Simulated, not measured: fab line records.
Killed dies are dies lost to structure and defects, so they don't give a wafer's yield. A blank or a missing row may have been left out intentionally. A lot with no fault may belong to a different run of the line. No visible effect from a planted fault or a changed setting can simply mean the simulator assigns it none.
8D (eight disciplines) problem report, filled in by code :: flow gf180mcu :: the parts of the form that need people (team, actions taken, sign-off) are left out

== 1. WHAT IS WRONG ==
Across 6 wafers from 2 lots, HV_LDD_2_TW at GF_HV_LDD_TW_MEAS_23 averages 912, while fault-free wafers read 1048 with a standard deviation of 11. That puts it -12 standard deviations away from the usual mean.
First seen on wafer L114.3, day 16 06:55, on film-metro-01. The record holds 42 wafers of 14 lots with a number at this step. The rule behind "out" and "out of limits": a value lying over 4 standard deviations away from the usual mean. All remaining wafers that have a number are taken as sound.

== 2. WHAT IT IS; WHAT IT IS NOT ==
question: which readings at this step
is: HV_LDD_2_TW
is not: -

question: which lots
is: L114, L115
is not: L100, L102, L103, L104, L105, L106, L110, L119, L120, L997, L998, L999

question: which wafers of those lots
is: all that have a number
is not: -

question: read on which gauges
is: film-metro-01, film-metro-02
is not: film-metro-04

question: when
is: from day 16 06:55
is not: up to then (30 sound wafers); but 6 sound wafers of L119, L120 came after

== 3. WHAT RULES OUT EACH SUSPECT ==
Counting: a tool stays on the suspect list if, at a process step up to the reading, it processed all lots that are out and no sound lot following the first of them.
- the gauge at GF_HV_LDD_TW_MEAS_23 is ruled out. 2 gauges (film-metro-01, film-metro-02) read the wafers that are out.
- implanter-04 at GF_HV_LDD_IMPLANT_21: kept. It ran every lot that is out, first L114 (day 16 06:42), and no sound lot after that; its last sound lot up to then is L110 (day 14 21:45). Its own readings are out on those wafers: dose-ions-cm2, faraday-current-uA.
The count leaves implanter-04 at GF_HV_LDD_IMPLANT_21.

== 4. THE CAUSE (what the simulator had put in) ==
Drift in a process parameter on implanter-04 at GF_HV_LDD_IMPLANT_21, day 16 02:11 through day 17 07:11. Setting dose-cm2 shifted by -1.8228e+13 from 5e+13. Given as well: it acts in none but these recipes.
After counting, this tool was the only one left.

== 5. THE CHAIN OF EFFECTS, in route order ==
Each row: a reading where the mean over the struck wafers with a number is more than 3 standard deviations away from the usual. Only readings whose record carries a usual standard deviation are examined. hours: median over the lots of the time between each lot's start at the first step of this table that gives one and its start at this step. sigmas: the change, counted in usual standard deviations.
hours: 0
step: GF_HV_LDD_IMPLANT_21
reading: dose-ions-cm2
usual: 4.999e+13
on struck wafers: 3.174e+13
change: -1.824e+13
sigmas: -99 or more

hours: 0
step: GF_HV_LDD_IMPLANT_21
reading: faraday-current-uA
usual: 282
on struck wafers: 180
change: -102
sigmas: -20

hours: 0
step: GF_HV_LDD_TW_MEAS_23
reading: HV_LDD_2_TW
usual: 1048
on struck wafers: 912
change: -136
sigmas: -12
Its process steps:
- GF_HV_LDD_IMPLANT_21
At these later measuring or inspecting steps, every struck wafer for which the step has a row has a number for every such reading, and none has moved that far: GF_HV_LDD_CD_MEAS_31.

== 6. HOW IT WOULD HAVE BEEN CAUGHT EARLIER ==
In this record the first reading out of limits at a measuring or inspecting step was taken at day 16 06:55, 5 hours after the fault began at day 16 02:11.
At GF_HV_LDD_IMPLANT_21, the tool's own readings (dose-ions-cm2, faraday-current-uA) were out on each struck wafer the step has a row for, so an alarm limit on them would have fired on the first such wafer.
L115, from the lots that are out (2), started GF_HV_LDD_IMPLANT_21 on implanter-04 later than day 16 06:55. Putting the tool on hold at that point would have spared it.
